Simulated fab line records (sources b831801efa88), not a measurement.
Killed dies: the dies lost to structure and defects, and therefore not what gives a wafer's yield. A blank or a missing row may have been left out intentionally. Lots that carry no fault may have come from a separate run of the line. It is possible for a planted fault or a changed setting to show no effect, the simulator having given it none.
Which of the tools did it? || flow sky130 || 24 lots with 72 wafers sampled at 6 steps, on a route of 708 steps

WHAT EACH GAUGE READ, for each wafer
SKY_SD_N_TW_MEAS_12.
{"lot": "L074", "measured": "day 27 23:32", "on": "film_metro-01", "SD_N_TW": "4009 3981 3999"}
{"lot": "L075", "measured": "day 28 13:01", "on": "film_metro-01", "SD_N_TW": "3975 3999 3986"}
{"lot": "L076", "measured": "day 28 11:08", "on": "film_metro-01", "SD_N_TW": "4018 4004 4007"}
{"lot": "L077", "measured": "day 28 22:07", "on": "film_metro-01", "SD_N_TW": "3984 4005 4013"}
{"lot": "L078", "measured": "day 29 10:44", "on": "film_metro-02", "SD_N_TW": "3964 3999 3979"}
{"lot": "L079", "measured": "day 29 10:52", "on": "film_metro-01", "SD_N_TW": "3988 3982 4007"}
{"lot": "L080", "measured": "day 29 23:15", "on": "film_metro-01", "SD_N_TW": "4000 3967 3991"}
{"lot": "L081", "measured": "day 31 01:17", "on": "film_metro-02", "SD_N_TW": "3995 3995 3976"}
{"lot": "L082", "measured": "day 31 03:37", "on": "film_metro-02", "SD_N_TW": "3969 3955 3982"}
{"lot": "L083", "measured": "day 31 13:35", "on": "film_metro-01", "SD_N_TW": "3950 3937 3983"}
{"lot": "L085", "measured": "day 32 06:02", "on": "film_metro-04", "SD_N_TW": "3948 3946 3958"}
{"lot": "L084", "measured": "day 32 04:07", "on": "film_metro-04", "SD_N_TW": "3924 3917 3927"}
{"lot": "L086", "measured": "day 32 15:07", "on": "film_metro-04", "SD_N_TW": "3939 3939 3949"}
{"lot": "L087", "measured": "day 33 04:01", "on": "film_metro-04", "SD_N_TW": "3946 3945 3971"}
{"lot": "L088", "measured": "day 33 03:32", "on": "film_metro-04", "SD_N_TW": "3949 3955 3968"}
{"lot": "L089", "measured": "day 33 11:25", "on": "film_metro-01", "SD_N_TW": "3971 3980 3962"}
{"lot": "L090", "measured": "day 34 05:06", "on": "film_metro-04", "SD_N_TW": "3955 3935 3954"}
{"lot": "L091", "measured": "day 34 04:07", "on": "film_metro-02", "SD_N_TW": "4017 3997 3992"}
{"lot": "L092", "measured": "day 34 16:10", "on": "film_metro-02", "SD_N_TW": "3978 3987 3983"}
{"lot": "L093", "measured": "day 34 11:57", "on": "film_metro-04", "SD_N_TW": "3954 3960 3931"}
{"lot": "L094", "measured": "day 34 16:11", "on": "film_metro-04", "SD_N_TW": "3939 3975 3973"}
{"lot": "L095", "measured": "day 34 23:00", "on": "film_metro-04", "SD_N_TW": "3976 3960 3962"}
{"lot": "L096", "measured": "day 35 09:25", "on": "film_metro-02", "SD_N_TW": "4008 4005 4011"}
{"lot": "L097", "measured": "day 35 10:15", "on": "film_metro-02", "SD_N_TW": "3992 4023 4013"}

SKY_LOCAL_INTERCONNECT_CD_MEAS_11: target cd 170 nm.
{"lot": "L074", "measured": "day 30 10:00", "on": "cd_sem-02", "cd_nm (nm)": "171.3 170.5 170.2"}
{"lot": "L075", "measured": "day 30 23:09", "on": "cd_sem-01", "cd_nm (nm)": "172.1 169.6 170.6"}
{"lot": "L076", "measured": "day 30 22:02", "on": "cd_sem-02", "cd_nm (nm)": "172.4 170.0 171.3"}
{"lot": "L077", "measured": "day 31 09:06", "on": "cd_sem-02", "cd_nm (nm)": "173.1 174.4 173.3"}
{"lot": "L078", "measured": "day 31 20:46", "on": "cd_sem-01", "cd_nm (nm)": "172.0 170.9 171.3"}
{"lot": "L079", "measured": "day 31 21:50", "on": "cd_sem-02", "cd_nm (nm)": "170.0 171.0 169.7"}
{"lot": "L080", "measured": "day 32 08:32", "on": "cd_sem-02", "cd_nm (nm)": "170.5 170.8 170.4"}
{"lot": "L081", "measured": "day 33 10:34", "on": "cd_sem-01", "cd_nm (nm)": "172.6 173.4 172.0"}
{"lot": "L082", "measured": "day 33 11:59", "on": "cd_sem-01", "cd_nm (nm)": "171.9 171.1 172.8"}
{"lot": "L083", "measured": "day 33 21:49", "on": "cd_sem-01", "cd_nm (nm)": "171.6 171.6 172.2"}
{"lot": "L085", "measured": "day 34 14:40", "on": "cd_sem-02", "cd_nm (nm)": "169.6 168.6 170.1"}
{"lot": "L084", "measured": "day 34 11:57", "on": "cd_sem-02", "cd_nm (nm)": "170.1 169.8 171.9"}
{"lot": "L086", "measured": "day 34 22:03", "on": "cd_sem-01", "cd_nm (nm)": "171.9 169.7 171.2"}
{"lot": "L087", "measured": "day 35 11:21", "on": "cd_sem-01", "cd_nm (nm)": "169.0 170.5 169.3"}
{"lot": "L088", "measured": "day 35 10:43", "on": "cd_sem-01", "cd_nm (nm)": "171.8 172.3 171.8"}
{"lot": "L089", "measured": "day 35 18:44", "on": "cd_sem-01", "cd_nm (nm)": "170.1 169.3 170.7"}
{"lot": "L090", "measured": "day 36 11:40", "on": "cd_sem-02", "cd_nm (nm)": "170.9 170.4 171.9"}
{"lot": "L091", "measured": "day 36 10:41", "on": "cd_sem-01", "cd_nm (nm)": "167.9 168.4 169.6"}
{"lot": "L092", "measured": "day 36 23:07", "on": "cd_sem-02", "cd_nm (nm)": "170.3 169.7 167.9"}
{"lot": "L093", "measured": "day 36 17:05", "on": "cd_sem-01", "cd_nm (nm)": "168.0 168.9 170.9"}
{"lot": "L094", "measured": "day 36 23:26", "on": "cd_sem-01", "cd_nm (nm)": "169.2 169.8 168.1"}
{"lot": "L095", "measured": "day 37 05:28", "on": "cd_sem-02", "cd_nm (nm)": "168.5 167.2 169.1"}
{"lot": "L096", "measured": "day 37 16:00", "on": "cd_sem-01", "cd_nm (nm)": "169.2 168.0 170.0"}
{"lot": "L097", "measured": "day 37 16:38", "on": "cd_sem-02", "cd_nm (nm)": "167.9 167.8 166.7"}

SKY_CONTACT_BOW_MEAS_05.
{"lot": "L074", "measured": "day 30 11:23", "on": "film_metro-01", "CONTACT_BOW (um)": "88 79 85"}
{"lot": "L075", "measured": "day 31 00:33", "on": "film_metro-01", "CONTACT_BOW (um)": "82 87 95"}
{"lot": "L076", "measured": "day 30 23:28", "on": "film_metro-04", "CONTACT_BOW (um)": "88 90 83"}
{"lot": "L077", "measured": "day 31 10:29", "on": "film_metro-01", "CONTACT_BOW (um)": "100 92 84"}
{"lot": "L078", "measured": "day 31 22:11", "on": "film_metro-04", "CONTACT_BOW (um)": "83 78 84"}
{"lot": "L079", "measured": "day 31 23:13", "on": "film_metro-03", "CONTACT_BOW (um)": "86 97 89"}
{"lot": "L080", "measured": "day 32 09:55", "on": "film_metro-03", "CONTACT_BOW (um)": "87 83 92"}
{"lot": "L081", "measured": "day 33 11:56", "on": "film_metro-03", "CONTACT_BOW (um)": "65 70 79"}
{"lot": "L082", "measured": "day 33 13:23", "on": "film_metro-04", "CONTACT_BOW (um)": "78 88 83"}
{"lot": "L083", "measured": "day 33 23:12", "on": "film_metro-03", "CONTACT_BOW (um)": "82 78 82"}
{"lot": "L085", "measured": "day 34 16:07", "on": "film_metro-01", "CONTACT_BOW (um)": "71 72 83"}
{"lot": "L084", "measured": "day 34 13:27", "on": "film_metro-01", "CONTACT_BOW (um)": "68 78 76"}
{"lot": "L086", "measured": "day 34 23:26", "on": "film_metro-01", "CONTACT_BOW (um)": "76 78 84"}
{"lot": "L087", "measured": "day 35 12:46", "on": "film_metro-01", "CONTACT_BOW (um)": "84 75 81"}
{"lot": "L088", "measured": "day 35 12:07", "on": "film_metro-04", "CONTACT_BOW (um)": "83 78 78"}
{"lot": "L089", "measured": "day 35 20:16", "on": "film_metro-01", "CONTACT_BOW (um)": "82 78 77"}
{"lot": "L090", "measured": "day 36 13:05", "on": "film_metro-04", "CONTACT_BOW (um)": "78 85 67"}
{"lot": "L091", "measured": "day 36 12:07", "on": "film_metro-04", "CONTACT_BOW (um)": "82 91 97"}
{"lot": "L092", "measured": "day 37 00:46", "on": "film_metro-01", "CONTACT_BOW (um)": "78 74 79"}
{"lot": "L093", "measured": "day 36 18:31", "on": "film_metro-04", "CONTACT_BOW (um)": "90 89 82"}
{"lot": "L094", "measured": "day 37 01:07", "on": "film_metro-01", "CONTACT_BOW (um)": "80 82 76"}
{"lot": "L095", "measured": "day 37 06:54", "on": "film_metro-03", "CONTACT_BOW (um)": "85 80 65"}
{"lot": "L096", "measured": "day 37 17:49", "on": "film_metro-03", "CONTACT_BOW (um)": "74 81 77"}
{"lot": "L097", "measured": "day 37 18:19", "on": "film_metro-04", "CONTACT_BOW (um)": "92 84 87"}

EACH LOT AND THE TOOL THAT RAN IT (in order: tool; ch and the chambers of the sampled wafers; start)
{"lot": "L074", "SKY_NWELL_RTA_28": "rtp_anneal-01 ch 0, day 5 10:28", "SKY_POLY_CUT_STRIP_12": "plasma_asher-04 ch 0, day 24 07:40", "SKY_LI_CONTACT_CMP_02": "cmp-01 ch 0,1,2, day 28 00:31"}
{"lot": "L075", "SKY_NWELL_RTA_28": "rtp_anneal-02 ch 0, day 5 14:55", "SKY_POLY_CUT_STRIP_12": "plasma_asher-04 ch 0,1, day 24 22:13", "SKY_LI_CONTACT_CMP_02": "cmp-01 ch 0,1,3, day 28 14:14"}
{"lot": "L076", "SKY_NWELL_RTA_28": "rtp_anneal-01 ch 0, day 5 18:14", "SKY_POLY_CUT_STRIP_12": "plasma_asher-02 ch 0,1, day 24 19:58", "SKY_LI_CONTACT_CMP_02": "cmp-01 ch 0,1,2, day 28 12:08"}
{"lot": "L077", "SKY_NWELL_RTA_28": "rtp_anneal-01 ch 0, day 6 00:27", "SKY_POLY_CUT_STRIP_12": "plasma_asher-02 ch 0,1, day 25 05:31", "SKY_LI_CONTACT_CMP_02": "cmp-01 ch 0,2, day 28 22:56"}
{"lot": "L078", "SKY_NWELL_RTA_28": "rtp_anneal-01 ch 0, day 6 07:47", "SKY_POLY_CUT_STRIP_12": "plasma_asher-04 ch 0,1, day 25 19:03", "SKY_LI_CONTACT_CMP_02": "cmp-01 ch 0,1,2, day 29 11:40"}
{"lot": "L079", "SKY_NWELL_RTA_28": "rtp_anneal-02 ch 0, day 6 10:20", "SKY_POLY_CUT_STRIP_12": "plasma_asher-02 ch 0,1, day 25 19:24", "SKY_LI_CONTACT_CMP_02": "cmp-01 ch 0,1,3, day 29 11:58"}
{"lot": "L080", "SKY_NWELL_RTA_28": "rtp_anneal-01 ch 0, day 6 17:56", "SKY_POLY_CUT_STRIP_12": "plasma_asher-02 ch 0,1, day 26 08:49", "SKY_LI_CONTACT_CMP_02": "cmp-01 ch 1,3, day 30 00:08"}
{"lot": "L081", "SKY_NWELL_RTA_28": "rtp_anneal-01 ch 0, day 6 23:50", "SKY_POLY_CUT_STRIP_12": "plasma_asher-04 ch 0,1, day 27 13:09", "SKY_LI_CONTACT_CMP_02": "cmp-02 ch 0,2, day 31 02:10"}
{"lot": "L082", "SKY_NWELL_RTA_28": "rtp_anneal-02 ch 0, day 7 07:16", "SKY_POLY_CUT_STRIP_12": "plasma_asher-04 ch 0,1, day 27 14:57", "SKY_LI_CONTACT_CMP_02": "cmp-01 ch 1,2, day 31 04:37"}
{"lot": "L083", "SKY_NWELL_RTA_28": "rtp_anneal-01 ch 0, day 7 18:15", "SKY_POLY_CUT_STRIP_12": "plasma_asher-04 ch 0,1, day 28 01:09", "SKY_LI_CONTACT_CMP_02": "cmp-02 ch 1,2,3, day 31 14:32"}
{"lot": "L085", "SKY_NWELL_RTA_28": "rtp_anneal-01 ch 0, day 8 04:50", "SKY_POLY_CUT_STRIP_12": "plasma_asher-03 ch 0,1, day 28 18:07", "SKY_LI_CONTACT_CMP_02": "cmp-02 ch 1,3, day 32 06:55"}
{"lot": "L084", "SKY_NWELL_RTA_28": "rtp_anneal-02 ch 0, day 8 05:36", "SKY_POLY_CUT_STRIP_12": "plasma_asher-04 ch 0,1, day 28 16:42", "SKY_LI_CONTACT_CMP_02": "cmp-01 ch 1,2,3, day 32 05:02"}
{"lot": "L086", "SKY_NWELL_RTA_28": "rtp_anneal-02 ch 0, day 8 14:45", "SKY_POLY_CUT_STRIP_12": "plasma_asher-04 ch 0,1, day 29 03:42", "SKY_LI_CONTACT_CMP_02": "cmp-02 ch 0,2,3, day 32 16:02"}
{"lot": "L087", "SKY_NWELL_RTA_28": "rtp_anneal-02 ch 0, day 8 18:48", "SKY_POLY_CUT_STRIP_12": "plasma_asher-04 ch 0, day 29 17:00", "SKY_LI_CONTACT_CMP_02": "cmp-02 ch 0,2,3, day 33 04:53"}
{"lot": "L088", "SKY_NWELL_RTA_28": "rtp_anneal-01 ch 0, day 8 20:08", "SKY_POLY_CUT_STRIP_12": "plasma_asher-03 ch 0,1, day 29 15:42", "SKY_LI_CONTACT_CMP_02": "cmp-01 ch 0,1,3, day 33 04:34"}
{"lot": "L089", "SKY_NWELL_RTA_28": "rtp_anneal-01 ch 0, day 9 08:00", "SKY_POLY_CUT_STRIP_12": "plasma_asher-03 ch 0,1, day 30 00:55", "SKY_LI_CONTACT_CMP_02": "cmp-02 ch 1,3, day 33 12:20"}
{"lot": "L090", "SKY_NWELL_RTA_28": "rtp_anneal-02 ch 0, day 9 17:20", "SKY_POLY_CUT_STRIP_12": "plasma_asher-04 ch 0, day 30 19:04", "SKY_LI_CONTACT_CMP_02": "cmp-02 ch 0,3, day 34 05:55"}
{"lot": "L091", "SKY_NWELL_RTA_28": "rtp_anneal-02 ch 0, day 9 19:56", "SKY_POLY_CUT_STRIP_12": "plasma_asher-02 ch 0,1, day 30 18:15", "SKY_LI_CONTACT_CMP_02": "cmp-01 ch 0,1,3, day 34 04:56"}
{"lot": "L092", "SKY_NWELL_RTA_28": "rtp_anneal-01 ch 0, day 10 03:08", "SKY_POLY_CUT_STRIP_12": "plasma_asher-04 ch 0,1, day 31 05:30", "SKY_LI_CONTACT_CMP_02": "cmp-02 ch 2,3, day 34 16:58"}
{"lot": "L093", "SKY_NWELL_RTA_28": "rtp_anneal-02 ch 0, day 10 06:27", "SKY_POLY_CUT_STRIP_12": "plasma_asher-04 ch 1, day 31 02:55", "SKY_LI_CONTACT_CMP_02": "cmp-01 ch 1,2,3, day 34 12:50"}
{"lot": "L094", "SKY_NWELL_RTA_28": "rtp_anneal-01 ch 0, day 10 06:38", "SKY_POLY_CUT_STRIP_12": "plasma_asher-04 ch 0,1, day 31 06:03", "SKY_LI_CONTACT_CMP_02": "cmp-01 ch 0,1, day 34 17:01"}
{"lot": "L095", "SKY_NWELL_RTA_28": "rtp_anneal-01 ch 0, day 10 15:16", "SKY_POLY_CUT_STRIP_12": "plasma_asher-02 ch 0,1, day 31 14:53", "SKY_LI_CONTACT_CMP_02": "cmp-01 ch 2,3, day 34 23:52"}
{"lot": "L096", "SKY_NWELL_RTA_28": "rtp_anneal-01 ch 0, day 10 23:17", "SKY_POLY_CUT_STRIP_12": "plasma_asher-02 ch 0,1, day 32 02:30", "SKY_LI_CONTACT_CMP_02": "cmp-01 ch 0,1,3, day 35 10:14"}
{"lot": "L097", "SKY_NWELL_RTA_28": "rtp_anneal-02 ch 0, day 11 02:59", "SKY_POLY_CUT_STRIP_12": "plasma_asher-04 ch 0,1, day 32 02:51", "SKY_LI_CONTACT_CMP_02": "cmp-02 ch 2,3, day 35 11:05"}
- SKY_NWELL_RTA_28: time 30 s.
- SKY_POLY_CUT_STRIP_12: strips in O2/N2.
- SKY_LI_CONTACT_CMP_02: polishes PSG.

AS READ BY THE TOOLS THEMSELVES (means over the sampled wafers that have a number; for cases with no such wafer, the mark the record gives instead)
SKY_NWELL_RTA_28.
{"lot": "L074", "tool": "rtp_anneal-01", "lamp_power_pct (%)": 25.25, "wafer_temp_C_max": 1055.1}
{"lot": "L075", "tool": "rtp_anneal-02", "lamp_power_pct (%)": 25.27, "wafer_temp_C_max": 1053.9}
{"lot": "L076", "tool": "rtp_anneal-01", "lamp_power_pct (%)": 25.35, "wafer_temp_C_max": 1054.6}
{"lot": "L077", "tool": "rtp_anneal-01", "lamp_power_pct (%)": 25.28, "wafer_temp_C_max": 1054.0}
{"lot": "L078", "tool": "rtp_anneal-01", "lamp_power_pct (%)": 25.31, "wafer_temp_C_max": 1054.6}
{"lot": "L079", "tool": "rtp_anneal-02", "lamp_power_pct (%)": 25.33, "wafer_temp_C_max": 1054.7}
{"lot": "L080", "tool": "rtp_anneal-01", "lamp_power_pct (%)": 25.30, "wafer_temp_C_max": 1054.6}
{"lot": "L081", "tool": "rtp_anneal-01", "lamp_power_pct (%)": 25.39, "wafer_temp_C_max": 1053.8}
{"lot": "L082", "tool": "rtp_anneal-02", "lamp_power_pct (%)": 25.32, "wafer_temp_C_max": 1055.0}
{"lot": "L083", "tool": "rtp_anneal-01", "lamp_power_pct (%)": 25.30, "wafer_temp_C_max": 1054.8}
{"lot": "L085", "tool": "rtp_anneal-01", "lamp_power_pct (%)": 25.28, "wafer_temp_C_max": 1055.2}
{"lot": "L084", "tool": "rtp_anneal-02", "lamp_power_pct (%)": 25.34, "wafer_temp_C_max": 1054.0}
{"lot": "L086", "tool": "rtp_anneal-02", "lamp_power_pct (%)": 25.28, "wafer_temp_C_max": 1054.3}
{"lot": "L087", "tool": "rtp_anneal-02", "lamp_power_pct (%)": 25.33, "wafer_temp_C_max": 1055.0}
{"lot": "L088", "tool": "rtp_anneal-01", "lamp_power_pct (%)": 25.30, "wafer_temp_C_max": 1055.4}
{"lot": "L089", "tool": "rtp_anneal-01", "lamp_power_pct (%)": 25.29, "wafer_temp_C_max": 1056.2}
{"lot": "L090", "tool": "rtp_anneal-02", "lamp_power_pct (%)": 25.32, "wafer_temp_C_max": 1055.0}
{"lot": "L091", "tool": "rtp_anneal-02", "lamp_power_pct (%)": 25.31, "wafer_temp_C_max": 1053.9}
{"lot": "L092", "tool": "rtp_anneal-01", "lamp_power_pct (%)": 25.31, "wafer_temp_C_max": 1054.8}
{"lot": "L093", "tool": "rtp_anneal-02", "lamp_power_pct (%)": 25.22, "wafer_temp_C_max": 1054.5}
{"lot": "L094", "tool": "rtp_anneal-01", "lamp_power_pct (%)": 25.23, "wafer_temp_C_max": 1055.5}
{"lot": "L095", "tool": "rtp_anneal-01", "lamp_power_pct (%)": 25.35, "wafer_temp_C_max": 1054.7}
{"lot": "L096", "tool": "rtp_anneal-01", "lamp_power_pct (%)": 25.32, "wafer_temp_C_max": 1054.1}
{"lot": "L097", "tool": "rtp_anneal-02", "lamp_power_pct (%)": 25.29, "wafer_temp_C_max": 1054.5}

SKY_POLY_CUT_STRIP_12.
{"lot": "L074", "tool": "plasma_asher-04", "drypump_motor_current_A (A)": 5.9, "oes_product_au (a.u.)": 0.450, "strip_time_to_endpoint_s (s)": 5.357}
{"lot": "L075", "tool": "plasma_asher-04", "drypump_motor_current_A (A)": 5.6, "oes_product_au (a.u.)": 0.453, "strip_time_to_endpoint_s (s)": 5.381}
{"lot": "L076", "tool": "plasma_asher-02", "drypump_motor_current_A (A)": 5.7, "oes_product_au (a.u.)": 0.454, "strip_time_to_endpoint_s (s)": 5.330}
{"lot": "L077", "tool": "plasma_asher-02", "drypump_motor_current_A (A)": 5.7, "oes_product_au (a.u.)": 0.453, "strip_time_to_endpoint_s (s)": 5.364}
{"lot": "L078", "tool": "plasma_asher-04", "drypump_motor_current_A (A)": 5.6, "oes_product_au (a.u.)": 0.456, "strip_time_to_endpoint_s (s)": 5.373}
{"lot": "L079", "tool": "plasma_asher-02", "drypump_motor_current_A (A)": 5.7, "oes_product_au (a.u.)": 0.453, "strip_time_to_endpoint_s (s)": 5.353}
{"lot": "L080", "tool": "plasma_asher-02", "drypump_motor_current_A (A)": 5.7, "oes_product_au (a.u.)": 0.450, "strip_time_to_endpoint_s (s)": 5.374}
{"lot": "L081", "tool": "plasma_asher-04", "drypump_motor_current_A (A)": 5.3, "oes_product_au (a.u.)": 0.449, "strip_time_to_endpoint_s (s)": 5.370}
{"lot": "L082", "tool": "plasma_asher-04", "drypump_motor_current_A (A)": 5.3, "oes_product_au (a.u.)": 0.457, "strip_time_to_endpoint_s (s)": 5.375}
{"lot": "L083", "tool": "plasma_asher-04", "drypump_motor_current_A (A)": 5.6, "oes_product_au (a.u.)": 0.453, "strip_time_to_endpoint_s (s)": 5.341}
{"lot": "L085", "tool": "plasma_asher-03", "drypump_motor_current_A (A)": 5.7, "oes_product_au (a.u.)": 0.453, "strip_time_to_endpoint_s (s)": 5.360}
{"lot": "L084", "tool": "plasma_asher-04", "drypump_motor_current_A (A)": 5.3, "oes_product_au (a.u.)": 0.450, "strip_time_to_endpoint_s (s)": 5.345}
{"lot": "L086", "tool": "plasma_asher-04", "drypump_motor_current_A (A)": 5.3, "oes_product_au (a.u.)": 0.453, "strip_time_to_endpoint_s (s)": 5.346}
{"lot": "L087", "tool": "plasma_asher-04", "drypump_motor_current_A (A)": 5.9, "oes_product_au (a.u.)": 0.452, "strip_time_to_endpoint_s (s)": 5.376}
{"lot": "L088", "tool": "plasma_asher-03", "drypump_motor_current_A (A)": 5.8, "oes_product_au (a.u.)": 0.453, "strip_time_to_endpoint_s (s)": 5.350}
{"lot": "L089", "tool": "plasma_asher-03", "drypump_motor_current_A (A)": 5.7, "oes_product_au (a.u.)": 0.455, "strip_time_to_endpoint_s (s)": 5.361}
{"lot": "L090", "tool": "plasma_asher-04", "drypump_motor_current_A (A)": 5.9, "oes_product_au (a.u.)": 0.450, "strip_time_to_endpoint_s (s)": 5.369}
{"lot": "L091", "tool": "plasma_asher-02", "drypump_motor_current_A (A)": 6.0, "oes_product_au (a.u.)": 0.448, "strip_time_to_endpoint_s (s)": 5.368}
{"lot": "L092", "tool": "plasma_asher-04", "drypump_motor_current_A (A)": 5.5, "oes_product_au (a.u.)": 0.449, "strip_time_to_endpoint_s (s)": 5.339}
{"lot": "L093", "tool": "plasma_asher-04", "drypump_motor_current_A (A)": 5.0, "oes_product_au (a.u.)": 0.454, "strip_time_to_endpoint_s (s)": 5.365}
{"lot": "L094", "tool": "plasma_asher-04", "drypump_motor_current_A (A)": 5.3, "oes_product_au (a.u.)": 0.457, "strip_time_to_endpoint_s (s)": 5.379}
{"lot": "L095", "tool": "plasma_asher-02", "drypump_motor_current_A (A)": 5.7, "oes_product_au (a.u.)": 0.452, "strip_time_to_endpoint_s (s)": 5.357}
{"lot": "L096", "tool": "plasma_asher-02", "drypump_motor_current_A (A)": 6.0, "oes_product_au (a.u.)": 0.455, "strip_time_to_endpoint_s (s)": 5.357}
{"lot": "L097", "tool": "plasma_asher-04", "drypump_motor_current_A (A)": 5.6, "oes_product_au (a.u.)": 0.453, "strip_time_to_endpoint_s (s)": 5.367}

SKY_LI_CONTACT_CMP_02.
{"lot": "L074", "tool": "cmp-01", "motor_current_A (A)": 11.7, "retaining_ring_pressure_frac": 1.003, "slurry_filter_dp_kPa (kPa)": 13.41, "time_to_endpoint_s (s)": 31.0}
{"lot": "L075", "tool": "cmp-01", "motor_current_A (A)": 11.2, "retaining_ring_pressure_frac": 1.003, "slurry_filter_dp_kPa (kPa)": 13.47, "time_to_endpoint_s (s)": 31.8}
{"lot": "L076", "tool": "cmp-01", "motor_current_A (A)": 11.7, "retaining_ring_pressure_frac": 0.998, "slurry_filter_dp_kPa (kPa)": 13.56, "time_to_endpoint_s (s)": 33.2}
{"lot": "L077", "tool": "cmp-01", "motor_current_A (A)": 12.7, "retaining_ring_pressure_frac": 1.003, "slurry_filter_dp_kPa (kPa)": 13.65, "time_to_endpoint_s (s)": 30.7}
{"lot": "L078", "tool": "cmp-01", "motor_current_A (A)": 11.9, "retaining_ring_pressure_frac": 0.999, "slurry_filter_dp_kPa (kPa)": 13.49, "time_to_endpoint_s (s)": 28.6}
{"lot": "L079", "tool": "cmp-01", "motor_current_A (A)": 11.1, "retaining_ring_pressure_frac": 1.000, "slurry_filter_dp_kPa (kPa)": 13.52, "time_to_endpoint_s (s)": 31.0}
{"lot": "L080", "tool": "cmp-01", "motor_current_A (A)": 11.4, "retaining_ring_pressure_frac": 0.997, "slurry_filter_dp_kPa (kPa)": 13.36, "time_to_endpoint_s (s)": 32.1}
{"lot": "L081", "tool": "cmp-02", "motor_current_A (A)": 13.1, "retaining_ring_pressure_frac": 0.998, "slurry_filter_dp_kPa (kPa)": 13.54, "time_to_endpoint_s (s)": 29.8}
{"lot": "L082", "tool": "cmp-01", "motor_current_A (A)": 12.3, "retaining_ring_pressure_frac": 1.002, "slurry_filter_dp_kPa (kPa)": 13.47, "time_to_endpoint_s (s)": 28.7}
{"lot": "L083", "tool": "cmp-02", "motor_current_A (A)": 12.3, "retaining_ring_pressure_frac": 1.001, "slurry_filter_dp_kPa (kPa)": 13.46, "time_to_endpoint_s (s)": 33.5}
{"lot": "L085", "tool": "cmp-02", "motor_current_A (A)": 12.3, "retaining_ring_pressure_frac": 1.003, "slurry_filter_dp_kPa (kPa)": 13.53, "time_to_endpoint_s (s)": 35.5}
{"lot": "L084", "tool": "cmp-01", "motor_current_A (A)": 11.9, "retaining_ring_pressure_frac": 0.999, "slurry_filter_dp_kPa (kPa)": 13.52, "time_to_endpoint_s (s)": 29.3}
{"lot": "L086", "tool": "cmp-02", "motor_current_A (A)": 12.4, "retaining_ring_pressure_frac": 1.006, "slurry_filter_dp_kPa (kPa)": 13.39, "time_to_endpoint_s (s)": 34.8}
{"lot": "L087", "tool": "cmp-02", "motor_current_A (A)": 12.3, "retaining_ring_pressure_frac": 1.000, "slurry_filter_dp_kPa (kPa)": 13.38, "time_to_endpoint_s (s)": 34.9}
{"lot": "L088", "tool": "cmp-01", "motor_current_A (A)": 11.2, "retaining_ring_pressure_frac": 1.002, "slurry_filter_dp_kPa (kPa)": 13.49, "time_to_endpoint_s (s)": 27.8}
{"lot": "L089", "tool": "cmp-02", "motor_current_A (A)": 11.9, "retaining_ring_pressure_frac": 0.999, "slurry_filter_dp_kPa (kPa)": 13.51, "time_to_endpoint_s (s)": 36.3}
{"lot": "L090", "tool": "cmp-02", "motor_current_A (A)": 12.1, "retaining_ring_pressure_frac": 1.004, "slurry_filter_dp_kPa (kPa)": 13.43, "time_to_endpoint_s (s)": 34.6}
{"lot": "L091", "tool": "cmp-01", "motor_current_A (A)": 11.4, "retaining_ring_pressure_frac": 0.999, "slurry_filter_dp_kPa (kPa)": 13.51, "time_to_endpoint_s (s)": 31.5}
{"lot": "L092", "tool": "cmp-02", "motor_current_A (A)": 12.5, "retaining_ring_pressure_frac": 0.999, "slurry_filter_dp_kPa (kPa)": 13.55, "time_to_endpoint_s (s)": 37.1}
{"lot": "L093", "tool": "cmp-01", "motor_current_A (A)": 11.9, "retaining_ring_pressure_frac": 1.004, "slurry_filter_dp_kPa (kPa)": 13.57, "time_to_endpoint_s (s)": 30.9}
{"lot": "L094", "tool": "cmp-01", "motor_current_A (A)": 11.2, "retaining_ring_pressure_frac": 0.997, "slurry_filter_dp_kPa (kPa)": 13.46, "time_to_endpoint_s (s)": 32.9}
{"lot": "L095", "tool": "cmp-01", "motor_current_A (A)": 12.5, "retaining_ring_pressure_frac": 1.005, "slurry_filter_dp_kPa (kPa)": 13.62, "time_to_endpoint_s (s)": 31.2}
{"lot": "L096", "tool": "cmp-01", "motor_current_A (A)": 11.2, "retaining_ring_pressure_frac": 1.000, "slurry_filter_dp_kPa (kPa)": 13.42, "time_to_endpoint_s (s)": 35.6}
{"lot": "L097", "tool": "cmp-02", "motor_current_A (A)": 13.1, "retaining_ring_pressure_frac": 1.007, "slurry_filter_dp_kPa (kPa)": 13.55, "time_to_endpoint_s (s)": 32.6}

THE ANSWER, worked out from the rows above alone
Rule: what is usual is taken from the lots themselves. Put in order of their means at a reading, lots are off if they are a third of the lots or fewer, leave a main group of 4 or more, and stand apart from it by a gap of 3 or more times the standard deviation of the main group's means; of several such gaps the widest counts. The tables above print the reading to a certain number of digits; a main group whose means all agree to those digits is not used. A lot without any number at a reading at which 4 lots or more have one is off too. The other lots that the step has rows for count as sound. After the gauges, taken in route order, come the tools' own readings; for these a lot's mean is taken, as printed above. The first step at which some lot is off is used, and at that step the reading that is off furthest; a lot without a number counts as furthest.
No lot is off at any reading shown: from this, nothing can be told.

WHAT HAD BEEN PUT IN BY THE SIMULATOR
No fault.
